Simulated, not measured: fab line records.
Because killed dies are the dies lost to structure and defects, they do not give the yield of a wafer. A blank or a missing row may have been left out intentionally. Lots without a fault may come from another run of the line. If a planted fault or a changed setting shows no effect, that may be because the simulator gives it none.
One fault seen from 2 desks	flow sfq_line	every desk sees just its own numbers, and what lay behind them comes last

== FOR THE TOOL OWNER'S DESK: pvd_sputter-04 ==
The tool's own readings at SFQ_TRILAYER_JJ_TRILAYER_DEP_SPUTTER_110 (material Al, target thk 8 nm, time 10 s): means of the sampled wafers that have a number, for each lot that ran on this tool. Marked OUT: a lot whose mean sits more than 4 standard deviations from the usual mean, which makes it out of limits; the brackets give that distance.
Columns: A = throttle_valve_pct at SFQ_TRILAYER_JJ_TRILAYER_DEP_SPUTTER_110, usual 30.0 %
lot	first seen here	A
L417	day 47 22:28	29.6
L433	day 55 03:05	29.6
L434	day 55 07:14	29.7
This desk's finding: nothing out of limits on any of the 3 lots.

== THE METROLOGY DESK ==
Lot by lot, what the gauges showed, no matter which tool ran the lot: averages of those sampled wafers that carry a number. Marked OUT: a lot whose mean sits more than 4 standard deviations from the usual mean, which makes it out of limits; the brackets give that distance.
Columns: A = I4_OVL at SFQ_I4_OVL_MEAS_928, usual 4 nm
lot	first seen here	A
L417	day 47 21:24	10
L425	day 52 11:18	7
L426	day 52 18:16	2
L433	day 55 01:50	3
L434	day 55 06:10	-1
L439	day 55 12:11	10
This desk's finding: nothing out of limits on any of the 6 lots.

== PUT TOGETHER ==
Nothing out of limits was seen by the tool owner's desk.
The metrology desk saw nothing out of limits.

== WHAT THE SIMULATOR HAD INSERTED ==
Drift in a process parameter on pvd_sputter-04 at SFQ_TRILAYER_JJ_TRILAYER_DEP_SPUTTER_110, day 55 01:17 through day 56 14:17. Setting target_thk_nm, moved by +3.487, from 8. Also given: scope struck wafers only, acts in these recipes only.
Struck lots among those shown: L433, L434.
